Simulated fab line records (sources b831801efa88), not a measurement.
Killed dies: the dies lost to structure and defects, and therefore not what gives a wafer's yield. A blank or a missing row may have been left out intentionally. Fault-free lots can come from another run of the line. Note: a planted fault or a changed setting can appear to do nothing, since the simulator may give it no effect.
Code-filled problem report in 8D (eight disciplines) form || flow sky130 || the parts of the form that need people (team, actions taken, sign-off) are left out

## 1. WHAT IS WRONG
Mean of beam energy keV at SKY_LDD_LDN_IMPLANT_11: 16.454 across 6 wafers in 2 lots; on wafers with no fault it is 15.000 (standard deviation 0.0048). So: +99 or more standard deviations from the usual mean.
Seen first at day 27 11:58 on implanter-03, wafer L919.2. Wafers with a number at this step in the record: 18, from 6 lots. Rule for "out" (also "out of limits"): further than 4 standard deviations from the usual mean. The rest of the wafers with a number are treated as sound.

## 2. WHAT IT IS, WHAT IT ISN'T
{"question": "which readings at this step", "is": "beam energy keV", "is not": "beam on s, faraday current uA"}
{"question": "which lots", "is": "L919, L922", "is not": "L908, L910, L918, L923"}
{"question": "which wafers of those lots", "is": "all that have a number", "is not": "-"}
{"question": "read on which tools", "is": "implanter-03", "is not": "implanter-01, implanter-02"}
{"question": "when", "is": "from day 27 11:58", "is not": "up to then (9 sound wafers); but 3 sound wafers of L923 came after"}

## 3. THE SUSPECTS, EACH WITH WHAT RULES IT OUT
Counting: a tool at any process step up to the reading remains a suspect when it ran all the lots that are out and ran no sound lot after the first of those.
- implanter-03 at SKY_LDD_LDN_IMPLANT_11: kept. It processed each lot that is out, first L919 at day 27 11:58, and no sound lot thereafter; up to then, the last sound lot it processed was L910 at day 24 05:13. Its own beam energy keV readings are out on those wafers.
After counting, what remains is implanter-03 at SKY_LDD_LDN_IMPLANT_11.

## 4. THE CAUSE (what the simulator had put in)
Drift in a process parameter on implanter-03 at SKY_LDD_LDN_IMPLANT_11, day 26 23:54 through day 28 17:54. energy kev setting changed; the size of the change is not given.
The count eliminated every tool but this one.

## 5. THE CHAIN OF EFFECTS, in route order
Each row: a reading where the mean over the struck wafers with a number is more than 3 standard deviations away from the usual. Only readings for which the record gives a usual standard deviation are gone through. hours: the time from each lot's start at the first step in this table that gives one to its start at this step, as a median over the lots. sigmas: the change in usual standard deviations.
{"hours": 0, "step": "SKY_LDD_LDN_IMPLANT_11", "reading": "beam energy keV", "usual": 15.000, "on struck wafers": 16.454, "change": "+1.454", "sigmas": "+99 or more"}
Process steps it contains:
- SKY_LDD_LDN_IMPLANT_11

## 6. WHAT WOULD HAVE CAUGHT IT SOONER
First out-of-limits reading in this record: day 27 11:58, which is 12 hours after fault onset at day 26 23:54.
